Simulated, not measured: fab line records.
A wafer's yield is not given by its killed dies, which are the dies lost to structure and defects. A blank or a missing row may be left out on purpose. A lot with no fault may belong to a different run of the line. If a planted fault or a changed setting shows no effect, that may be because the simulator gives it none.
Problem report in the 8D (eight disciplines) form, filled by code | flow sky130 | the parts of the form that need people (team, actions taken, sign-off) are left out

## 1. THE PROBLEM
Across 4 wafers from 3 lots, CONTACT_W_RS at SKY_CONTACT_RS_MEAS_25 averages 0.201 ohm/sq, while fault-free wafers read 0.339 ohm/sq with a standard deviation of 0.0045. Relative to the usual mean, that is a shift of -31 standard deviations.
The step: measures by four-point-probe.
Earliest sighting: wafer L829.1 on film metro-01 at day 33 11:15. The record holds 33 wafers of 11 lots with a number at this step. By rule, "out" or "out of limits" means more than 4 standard deviations away from the usual mean. Any other wafer with a number is counted as sound.

## 2. WHAT THIS IS AND IS NOT
question                    | is                             | is not
which readings at this step | CONTACT_W_RS                   | -
which lots                  | L829, L831, L832               | L830, L833, L841, L842, L843, L845, L847, L848
which wafers of those lots  | L829.1, L829.3, L831.3, L832.3 | L829.5, L831.4, L831.6, L832.2, L832.5
read on which gauges        | film metro-01                  | film metro-03, film metro-04
when                        | from day 33 11:15              | up to then (4 sound wafers); but 25 sound wafers of L831, L832, L833, L841, L842, L843, L845, L847, L848 came after

## 3. WHAT RULES OUT EACH SUSPECT
Counting: if a tool at a process step up to the reading ran every lot that is out, it stays a suspect. Sound lots after the first of them don't rule it out here, since some wafers of a struck lot are sound.
- the gauge at SKY_CONTACT_RS_MEAS_25 is ruled out. All the wafers that are out were read on film metro-01, but those of them that SKY_CONTACT_CMP_27 has rows for are out there too, on other tools.
- cvd w-02 at SKY_CONTACT_CVD_24 (deposits W, target thk 340 nm, time 102.12 s): kept. It ran every lot that is out, first L829 (day 33 11:08).
- Within cvd w-02 at SKY_CONTACT_CVD_24: the wafers that are out ran in chamber 1; their sound lot-mates ran in chamber 0.
Left after counting: cvd w-02 at SKY_CONTACT_CVD_24.

## 4. THE CAUSE (what the simulator had put in)
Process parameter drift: cvd w-02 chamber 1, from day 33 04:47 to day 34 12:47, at SKY_CONTACT_CVD_24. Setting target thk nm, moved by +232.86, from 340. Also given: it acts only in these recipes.
This tool alone remained once counting was done.

## 5. THE EFFECT CHAIN, in route order
Rows list readings where the struck wafers' mean (over those with a number) sits beyond 3 standard deviations from the usual. Only readings whose record carries a usual standard deviation are examined. hours: median over the lots of the time between each lot's start at the first step of this table that gives one and its start at this step. sigmas: the change, counted in usual standard deviations.
hours | step                   | reading            | usual        | on struck wafers | change | sigmas
0     | SKY_CONTACT_RS_MEAS_25 | CONTACT_W_RS       | 0.339 ohm/sq | 0.201            | -0.139 | -31
0     | SKY_CONTACT_CMP_27     | time to endpoint s | 85 s         | 139              | +54    | +15
Process steps it contains:
- SKY_CONTACT_CMP_27: polishes, stops on SiO2, t overpolish 15 s, target thk 0 nm.
Readings that are blank on the struck wafers while sound wafers have them: CONTACT_W_THK at SKY_CONTACT_THK_MEAS_26.

## 6. HOW IT WOULD HAVE BEEN CAUGHT EARLIER
The first out-of-limits reading at a measuring or inspecting step in this record came at day 33 11:15, 6 hours after the fault's start at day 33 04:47.
Tool readings at SKY_CONTACT_CVD_24 with a usual standard deviation given in the record: none out on any struck wafer, hence no alarm at a limit of 4 standard deviations on them.
Of the lots that are out (3), L831, L832 began SKY_CONTACT_CVD_24 on cvd w-02 after day 33 11:15. A hold on the tool at that time would have spared those 2.
